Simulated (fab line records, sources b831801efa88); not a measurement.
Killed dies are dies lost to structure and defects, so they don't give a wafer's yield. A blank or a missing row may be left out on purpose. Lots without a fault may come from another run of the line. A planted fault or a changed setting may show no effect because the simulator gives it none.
fab line records | flow gf180mcu
record lots=5 wafers=15 last_day=33
route steps=602 shown V4@490
lots that met no fault: from a run of the same line without faults
start_h: hours from the record's first day to the start of the lot's first wafer shown | wait_h: hours since the lot's step before | " the same as in the row above | L1.1+2: a row that stands for several wafers | - no value, or no start given | * or withheld: withheld | < > ~ a bound
route shown NAME@n: a module of which the file shows steps, and the number in the route of the first | usual: mean/standard deviation of fault-free wafers | same: alike in all rows | chamber/n: place in a boat | sites: the reading at each site | _std_site: their standard deviation | _edge_site: outer sites' mean less inner sites' | radius_mm: how far each site lies from the wafer's centre | mask NAME#n: copy n | behind: the tool/chamber that last shaped the wafer | hold: why the lot was held/for how many hours/how that ended | device: the transistor (n, p or np) that didn't switch | end of line: the same wafers' tests at the end of the route | a step without rows: its recipe alone | killed: dies lost to structure and defects at the first sort, not the wafer's yield | map: a wafer's dies, x killed, . not, _ none there
set.NAME: the setting as run; set.NAME@STEP: as run at that earlier step | model.NAME: the simulator's own value behind a step, which no gauge read
lots at some steps of the route; a table a step, a row a wafer
services: from which hour (start_h, from the record's first day; less than 0 if before it) a tool's chamber was out of use, for how many hours, and why
## steps
# step GF_V4_CD_MEAS_14
# recipe target_cd_nm=260
# usual cd_nm=260.0/1.3
# columns lot.wafer tool chamber start_h wait_h cd_nm
L077.1 cd_sem-01 - 581.50 0.1 259.9
L077.2 " - " " 259.6
L077.3 " - " " 259.5
L080.1 cd_sem-01 - 607.59 0.1 261.2
L080.2 " - " " 259.6
L080.4 " - " " 259.3
L090.1 cd_sem-02 - 689.19 0.1 259.3
L090.4 " - " " 258.4
L090.6 " - " " 258.9
L095.1 cd_sem-01 - 721.85 0.1 259.3
L095.3 " - " " 259.6
L095.6 " - " " 261.6
L096.1 cd_sem-02 - 724.70 0.1 258.6
L096.4 " - " " 259.7
L096.6 " - " " 259.3
# step GF_V4_OVL_MEAS_15
# usual V4_OVL=-3/4.7
# columns lot.wafer tool chamber start_h wait_h V4_OVL[nm]
L077.1 overlay-01 - 581.62 0.1 6
L077.2 " - " " -7
L077.3 " - " " -5
L080.1 overlay-02 - 607.71 0.1 0
L080.2 " - " " -6
L080.4 " - " " -5
L090.1 overlay-02 - 689.31 0.1 -1
L090.4 " - " " -2
L090.6 " - " " 3
L095.1 overlay-02 - 721.98 0.1 1
L095.3 " - " " 7
L095.6 " - " " -2
L096.1 overlay-02 - 724.82 0.1 -9
L096.4 " - " " -10
L096.6 " - " " -6
# step GF_V4_ETCH_16
# recipe chemistry=N2/H2 target_depth_a=withheld overetch_a=withheld time_s=withheld target=BARC ion_energy_ev=200 source_w=500 bias_w=100 pressure_mtorr=30 n2_flow_sccm=100 h2_flow_sccm=200
# usual drypump_motor_current_A=5.7/0.55 oes_product_au=0.854/0.0048 throttle_valve_pct=13.226/0.0092
# columns lot.wafer tool chamber start_h wait_h drypump_motor_current_A oes_product_au throttle_valve_pct
L077.1 rie_diel-04 2 581.65 0.0 6.1 0.864 13.227
L077.2 " 3 " " 5.0 0.854 13.231
L077.3 " 0 " " 5.4 0.861 13.232
L080.1 rie_diel-04 2 607.75 0.0 6.1 0.849 13.218
L080.2 " 0 " " 5.4 0.852 13.234
L080.4 " 1 " " 5.6 0.849 13.234
L090.1 rie_diel-01 3 689.35 0.0 5.4 0.859 13.228
L090.4 " 1 " " 5.8 0.854 13.236
L090.6 " 3 " " 5.3 0.860 13.212
L095.1 rie_diel-04 2 722.01 0.0 6.1 0.858 13.224
L095.3 " 0 " " 5.4 0.853 13.230
L095.6 " 2 " " 6.1 0.854 13.232
L096.1 rie_diel-04 3 724.85 0.0 5.0 0.855 13.209
L096.4 " 2 " " 6.1 0.845 13.220
L096.6 " 0 " " 5.4 0.855 13.227
# step GF_V4_ETCH_17
# recipe chemistry=C4F8/O2/Ar mask_material=KrF target=SiO2 stop_on=TiN source_w=1500 bias_w=1200 pressure_mtorr=40 c4f8_flow_sccm=withheld O2_flow_sccm=6 Ar_flow_sccm=300 time_s=withheld target_depth_a=6300
# usual oes_product_au=0.856/0.0048
# columns lot.wafer tool chamber start_h wait_h oes_product_au
L077.1 rie_diel-04 2 - - 0.852
L077.2 " 3 " " 0.845
L077.3 " 0 " " 0.864
L080.1 rie_diel-04 2 - - 0.860
L080.2 " 0 " " 0.847
L080.4 " 1 " " 0.855
L090.1 rie_diel-01 3 - - 0.853
L090.4 " 1 " " 0.850
L090.6 " 3 " " 0.852
L095.1 rie_diel-04 2 - - 0.855
L095.3 " 0 " " 0.856
L095.6 " 2 " " 0.858
L096.1 rie_diel-04 3 - - 0.858
L096.4 " 2 " " 0.857
L096.6 " 0 " " 0.852
# step GF_V4_STRIP_18
# recipe chemistry=O2/N2 power_w=1400 pressure_mtorr=1500 platen_temp_c=250 o2_flow_sccm=3000 n2_flow_sccm=300 overash_fraction=0.5
# usual drypump_motor_current_A=5.9/0.53 heater_power_w=326/20 oes_product_au=0.592/0.0052
# columns lot.wafer tool chamber start_h wait_h drypump_motor_current_A heater_power_w oes_product_au rf_hours_counter_h
L077.1 plasma_asher-03 1 581.78 - 6.8 359 0.590 81
L077.2 " 0 " " 5.8 310 0.594 81
L077.3 " 1 " " 6.8 353 0.593 -
L080.1 plasma_asher-04 1 607.88 - 5.4 322 0.592 49
L080.2 " 0 " " 5.5 309 0.602 49
L080.4 " 1 " " 5.4 320 0.590 -
L090.1 plasma_asher-03 0 689.48 - 5.8 308 0.586 92
L090.4 " 0 " " 5.7 310 0.588 -
L090.6 " 0 " " 5.8 310 0.594 -
L095.1 plasma_asher-03 1 722.21 - 6.8 353 0.599 96
L095.3 " 1 " " 6.8 351 0.592 -
L095.6 " 1 " " 6.8 349 0.588 -
L096.1 plasma_asher-04 0 724.98 - 5.5 313 0.593 61
L096.4 " 1 " " 5.4 320 0.584 -
L096.6 " 0 " " 5.5 311 0.607 -
# step GF_V4_STRIP_19
# recipe chemistry=post_etch_residue_remover time_s=1200 temp_c=72.5
# columns lot.wafer tool chamber start_h wait_h
L077.1+2+3 wet_bench-04 3 581.88 0.1
L080.1+2+4 wet_bench-04 2 607.98 0.1
L090.1+4+6 wet_bench-02 1 689.58 0.1
L095.1+3+6 wet_bench-04 1 722.31 0.1
L096.1+4+6 wet_bench-04 1 725.08 0.1
# step GF_V4_CLEAN_20
# recipe chemistry=DIW dry=n2_spin
# columns lot.wafer tool chamber start_h wait_h
L077.1+2+3 wet_bench-02 3 582.63 0.0
L080.1+2+4 wet_bench-03 1 608.32 0.0
L090.1+4+6 wet_bench-03 2 689.95 0.0
L095.1+3+6 wet_bench-02 3 722.65 0.0
L096.1+4+6 wet_bench-04 3 725.45 0.0
## services
# columns tool chamber start_h hours kind
rie_diel-01 2 562.99 4.7 repair
plasma_asher-03 - 570.88 0.4 repair
rie_diel-01 3 587.84 3.5 repair
rie_diel-04 1 637.46 6.6 repair
wet_bench-02 - 679.85 4.4 pm
rie_diel-04 - 692.68 0.8 repair
rie_diel-04 3 699.61 - clean
rie_diel-04 3 699.61 25.2 scheduled_down
rie_diel-04 3 699.61 25.2 vent_cycle
rie_diel-01 1 705.60 2.9 repair
rie_diel-04 1 715.98 9.2 repair
rie_diel-01 1 717.05 6.2 repair
## key
fault none
